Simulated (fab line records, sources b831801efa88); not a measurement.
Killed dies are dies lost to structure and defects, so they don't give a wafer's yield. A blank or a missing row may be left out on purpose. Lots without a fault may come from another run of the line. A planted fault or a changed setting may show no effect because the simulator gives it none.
A struck lot beside a sound one | flow gf180mcu | 44 steps out of a route of 602
Sound: wafers L255.3, L255.4, L255.5. Struck: wafer L261.3. (L261.4, L261.5 of the same lot were not struck and are left out.) The cause comes at the end.
At each step with rows: each side's tool, then ch and its chambers, then its first start. Under that, the readings that differ: sound wafers | struck wafers | difference of the means | sigmas: that difference in standard deviations of wafers without a fault.
alike: readings whose means differ by less than 2 such deviations, and words and numbers that are the same on both sides. not compared: withheld readings, readings that some wafer has no value for, bounds like >300 that may hide the same value, and numbers for which the record gives no deviation and whose values overlap.
The two part at a step that has a row with sigmas, a row that says differs or no value, or rows on one side only. Numbers that don't overlap but have no deviation are shown without sigmas and don't part them. A reading that every wafer of one side lacks parts them only if that side has two wafers or more.

first, 4 steps without rows for these wafers: GF_V1_STRIP_19 (strips in post etch residue remover, time 1200 s); GF_V1_CLEAN_20 (cleans in DIW); GF_V1_SPUTTER_21 (material Ti, target thk 15 nm, time 80.02 s); GF_V1_SPUTTER_22 (material TiN, target thk 10 nm, time 40 s).
GF_V1_CVD_23: deposits W, target thk 350 nm, time 105.05 s.
  sound on cvd_w-02 ch 0,1, day 18 12:41; struck on cvd_w-02 ch 1, day 20 15:27
  alike: heater_power_w
GF_V1_RS_MEAS_24: measures by four-point-probe.
  sound on film_metro-03, day 18 12:48; struck on film_metro-01, day 20 15:38
  alike: V1_W_RS
GF_V1_THK_MEAS_25: measures by xrf.
  sound on film_metro-03, day 18 12:54; struck on film_metro-01, day 20 15:44
  alike: V1_W_THK
GF_V1_CMP_26: polishes, stops on SiO2, t overpolish 15 s, target thk 0 nm.
  sound on cmp-02 ch 0,2, day 18 12:56; struck on cmp-01 ch 3, day 20 15:47
  alike: motor_current_A, overpolish_run_s, retaining_ring_pressure_frac, time_to_endpoint_s
then, 1 step without rows for these wafers: GF_M2_SPUTTER_00 (material Ti, target thk 37.5 nm, time 150 s).
GF_M2_SPUTTER_01: material TiN, target thk 30 nm, time 25 s.
  sound on pvd_sputter-03, day 18 13:20; struck on pvd_sputter-01, day 20 16:11
  alike: throttle_valve_pct
GF_M2_SPUTTER_02: material AlCu, target thk 450 nm, time 23.9 s.
  sound on pvd_sputter-03, day 18 13:22; struck on pvd_sputter-01, day 20 16:13
  alike: throttle_valve_pct
GF_M2_SPUTTER_03: material Ti, target thk 10 nm, time 6.7 s.
  sound on pvd_sputter-03, day 18 13:24; struck on pvd_sputter-01, day 20 16:14
  alike: throttle_valve_pct
GF_M2_SPUTTER_04: material TiN, target thk 50 nm, time 41.7 s.
  sound on pvd_sputter-03, day 18 13:25; struck on pvd_sputter-01, day 20 16:16
  reading                                | sound             | struck | difference | sigmas
  model.TiN_of_M2_SPUTTER_04.thk_nm (nm) | 49.62 49.97 49.92 | 43.62  | -6.22      |
  alike: throttle_valve_pct
GF_M2_RS_MEAS_05: measures by four-point-probe.
  sound on film_metro-01, day 18 13:30; struck on film_metro-01, day 20 16:20
  reading             | sound                | struck | difference | sigmas
  M2_ALCU_RS (ohm/sq) | 0.0678 0.0691 0.0675 | 0.0715 | +0.0034    | +3
GF_M2_THK_MEAS_06: measures by xrf.
  sound on film_metro-01, day 18 13:36; struck on film_metro-01, day 20 16:26
  alike: M2_ALCU_THK
then, 7 steps without rows for these wafers: GF_M2_DEHYDRATE_07 (time 60 s); GF_M2_HMDS_08 (prime time 60 s); GF_M2_COAT_09 (resist thk 1000 nm); GF_M2_SOFTBAKE_10 (time 60 s); GF_M2_EXPOSE_11 (exposes mask Metal2, target cd 280 nm); GF_M2_PEB_12 (peb time 90 s); GF_M2_DEVELOP_13 (develop time 60 s).
GF_M2_CD_MEAS_14: target cd 280 nm.
  sound on cd_sem-01, day 19 13:33; struck on cd_sem-01, day 21 15:54
  alike: cd_nm
GF_M2_OVL_MEAS_15:
  sound on overlay-01, day 19 13:38; struck on overlay-01, day 21 15:59
  alike: M2_OVL
then, 5 steps without rows for these wafers: GF_M2_METAL_ETCH_16 (etches the open film in Cl2/BCl3, stops on SiO2, target depth 750.8 nm, time 125.1 s); GF_M2_STRIP_17 (strips in O2/N2); GF_M2_STRIP_18 (strips in post etch residue remover, time 1200 s); GF_M2_CLEAN_19 (cleans in DIW); GF_V2_CVD_00 (deposits SiO2, target thk 600 nm, time 100 s).
GF_V2_THK_MEAS_01:
  sound on film_metro-03, day 19 14:46; struck on film_metro-03, day 21 16:46
  alike: V2_CVD_00_THK
then, 1 step without rows for these wafers: GF_V2_CVD_02 (deposits SiO2 from TEOS, target thk 850 nm, time 94.851 s).
GF_V2_THK_MEAS_03:
  sound on film_metro-04, day 19 14:53; struck on film_metro-04, day 21 16:54
  alike: V2_CVD_02_THK
then, 1 step without rows for these wafers: GF_V2_CMP_04 (polishes SiO2).
GF_V2_BOW_MEAS_05:
  sound on film_metro-02, day 19 15:16; struck on film_metro-04, day 21 17:17
  alike: V2_BOW
then, 8 steps without rows for these wafers: GF_V2_DEHYDRATE_06 (time 60 s); GF_V2_HMDS_07 (prime time 60 s); GF_V2_COAT_08; GF_V2_COAT_09 (resist thk 1000 nm); GF_V2_SOFTBAKE_10 (time 60 s); GF_V2_EXPOSE_11 (exposes mask Via2, target cd 260 nm); GF_V2_PEB_12 (peb time 90 s); GF_V2_DEVELOP_13 (develop time 60 s).
GF_V2_STRIP_19: strips in post etch residue remover, time 1200 s.
  sound on wet_bench-03 ch 2, day 20 15:20; struck on wet_bench-04 ch 2, day 22 16:46
  reading                                | sound             | struck | difference | sigmas
  model.TiN_of_M2_SPUTTER_04.thk_nm (nm) | 48.79 49.13 49.08 | 42.78  | -6.22      |
then, 1 step without rows for these wafers: GF_PASSIVATION_PROBE_99.

WHERE THEY PART
Only at GF_M2_RS_MEAS_05, within this record. Later steps at which nothing parts them and some readings are alike: GF_M2_THK_MEAS_06, GF_M2_CD_MEAS_14, GF_M2_OVL_MEAS_15, GF_V2_THK_MEAS_01, GF_V2_THK_MEAS_03, GF_V2_BOW_MEAS_05.

WHY: what the simulator had put in
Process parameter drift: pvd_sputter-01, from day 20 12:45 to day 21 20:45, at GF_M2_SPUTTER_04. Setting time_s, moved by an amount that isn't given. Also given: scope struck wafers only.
